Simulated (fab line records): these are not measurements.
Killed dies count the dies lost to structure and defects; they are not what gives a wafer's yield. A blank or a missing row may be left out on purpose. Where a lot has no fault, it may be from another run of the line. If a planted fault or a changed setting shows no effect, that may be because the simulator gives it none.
Matching of chambers | flow gf180mcu | GF_V1_CMP_26 on cmp-02 has 4 sister chambers
The step polishes, stops on SiO2, t overpolish 15 s, target thk 0 nm. 18 wafers are shown with their chamber, then 9 later ones without.

WAFERS PAIRED WITH THEIR CHAMBERS
wafer  | chamber | motor current A (A) | overpolish run s (s) | time to endpoint s (s)
L865.2 | 1       | 12.0                | 15.000               | 88
L865.3 | 2       | 10.0                | 15.004               | 87
L865.5 | 2       | 10.5                | 14.999               | 87
L867.1 | 0       | 12.6                | 14.987               | 91
L867.4 | 1       | 11.4                | 14.998               | 91
L867.6 | 1       | 11.6                | 15.006               | 87
L876.1 | 0       | 12.8                | 15.002               | 84
L876.4 | 3       | 10.9                | 14.997               | 83
L876.5 | 2       | 10.0                | 14.987               | 84
L877.1 | 2       | 10.1                | 14.997               | 86
L877.5 | 3       | 10.8                | 15.003               | 86
L877.6 | 2       | 10.2                | 15.005               | 84
L881.3 | 3       | 10.7                | 14.998               | 84
L881.5 | 3       | 11.4                | 15.001               | 87
L881.6 | 0       | 11.9                | 14.996               | 84
L882.1 | 2       | 10.0                | 14.994               | 85
L882.4 | 3       | 11.1                | 15.004               | 85
L882.5 | 1       | 10.8                | 14.996               | 83

SIGNATURES (means of the wafers above)
reading            | chamber 0 | chamber 1 | chamber 2 | chamber 3 | scatter within a chamber
motor current A    | 12.433    | 11.450    | 10.133    | 10.980    | 0.348
overpolish run s   | 14.99500  | 15.00000  | 14.99767  | 15.00060  | 0.00555
time to endpoint s | 86.33     | 87.25     | 85.50     | 85.00     | 2.46
Rule: a wafer's distance from a chamber is the root of the sum, over the readings, of the square of ((its reading less the chamber's mean) divided by the reading's scatter). If the next closest chamber is less than 2 further off than the closest, the wafer can't be placed; otherwise it belongs to the closest. The scatter: take each reading less its chamber's mean, square it, sum over the shown wafers, divide by the number of wafers less the number of chambers, and take the root.

WAFERS WHOSE CHAMBER IS MISSING
wafer  | motor current A (A) | overpolish run s (s) | time to endpoint s (s)
L883.4 | 11.0                | 15.018               | 89
L883.5 | 10.3                | 15.008               | 89
L883.6 | 9.9                 | 14.987               | 90
L887.4 | 9.5                 | 14.997               | 85
L887.5 | 13.0                | 15.005               | 83
L887.6 | 11.0                | 14.996               | 79
L888.2 | 12.4                | 15.000               | 88
L888.4 | 11.4                | 15.004               | 85
L888.5 | 9.8                 | 14.996               | 87

CHAMBER TAKEN BY EACH
wafer  | from the rows above          | in truth
L883.4 | can't be placed: 3 or 1 or 2 | 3
L883.5 | can't be placed: 2 or 3 or 1 | 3
L883.6 | can't be placed: 2 or 3      | 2
L887.4 | 2                            | 2
L887.5 | 0                            | 0
L887.6 | can't be placed: 3 or 2 or 1 | 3
L888.2 | can't be placed: 0 or 1      | 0
L888.4 | can't be placed: 1 or 3      | 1
L888.5 | 2                            | 2
Correctly placed: 3 of 9. These rows do not allow placing 6 (true chamber among the candidates in 6). Number placed wrongly: 0.
